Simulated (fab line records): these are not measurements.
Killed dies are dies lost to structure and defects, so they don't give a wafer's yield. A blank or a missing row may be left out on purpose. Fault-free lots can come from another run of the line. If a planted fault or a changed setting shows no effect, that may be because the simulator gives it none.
8D (eight disciplines) problem report, filled in by code | flow sky130 | the parts of the form that need people (team, actions taken, sign-off) are left out

== 1. WHAT WENT WRONG ==
At SKY_POLY_CUT_DEVELOP_07, developer-temp-C averages 20.18 C over 6 wafers from 2 lots, while fault-free wafers read 20.99 C, standard deviation 0.099. That is -8.2 standard deviations from the usual mean.
The step: develop time 60 s.
Seen first at day 31 00:00 on litho-track-01, wafer L942.2. The record has a number at this step for 39 wafers belonging to 13 lots. The rule behind "out" and "out of limits": a value lying over 4 standard deviations away from the usual mean. The other wafers with a number count as sound.

== 2. WHAT IT IS, WHAT IT ISN'T ==
question                    | is                     | is not
which readings at this step | developer-temp-C       | resist-line-temp-C
which lots                  | L942, L943             | L922, L923, L924, L925, L926, L927, L928, L929, L931, L932, L944
which wafers of those lots  | all that have a number | -
read on which tools         | litho-track-01         | litho-track-02, litho-track-04
when                        | from day 31 00:00      | up to then (30 sound wafers); but 3 sound wafers of L944 came after

== 3. WHAT RULES OUT EACH SUSPECT ==
Counting: a tool at any process step up to the reading remains a suspect when it ran all the lots that are out and ran no sound lot after the first of those.
- plasma-asher-02 at SKY_POLY_GATE_STRIP_18 (strips in O2/N2): kept. Every lot that is out went through it, starting with L942 (day 23 10:13), and after that it ran no sound lot; the last sound lot it ran before then is L928 (day 18 09:22).
- litho-track-01 at SKY_POLY_CUT_DEVELOP_07 (develop time 60 s): kept. Every lot that is out went through it, starting with L942 (day 31 00:00), and after that it ran no sound lot; the last sound lot it ran before then is L929 (day 26 16:00). Out on those wafers are its own readings of developer-temp-C.
After counting, plasma-asher-02 at SKY_POLY_GATE_STRIP_18 and litho-track-01 at SKY_POLY_CUT_DEVELOP_07 remain.

== 4. THE CAUSE (what the simulator had put in) ==
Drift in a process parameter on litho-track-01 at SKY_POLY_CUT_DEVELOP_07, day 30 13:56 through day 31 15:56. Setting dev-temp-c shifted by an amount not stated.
Counting left 2 suspects, and this tool is among them.

== 5. THE EFFECT CHAIN, in route order ==
Rows list readings where the struck wafers' mean (over those with a number) sits beyond 3 standard deviations from the usual. Scope: only readings with a usual standard deviation given in the record; hours: median across lots of the time from each lot's start at the first step in this table that gives one to its start at this step; sigmas: change in usual standard deviations.
hours | step                    | reading          | usual   | on struck wafers | change | sigmas
0     | SKY_POLY_CUT_DEVELOP_07 | developer-temp-C | 20.99 C | 20.18            | -0.81  | -8.2
The process steps in it:
- SKY_POLY_CUT_DEVELOP_07: develop time 60 s.
At these later measuring or inspecting steps, every struck wafer for which the step has a row has a number for every such reading, and none has moved that far: SKY_SD_P_CD_MEAS_07, SKY_RES_XHIGH_TW_MEAS_09.

== 6. HOW IT WOULD HAVE BEEN CAUGHT EARLIER ==
The fault began at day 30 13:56; the first out-of-limits reading in this record came at day 31 00:00, 10 hours later.
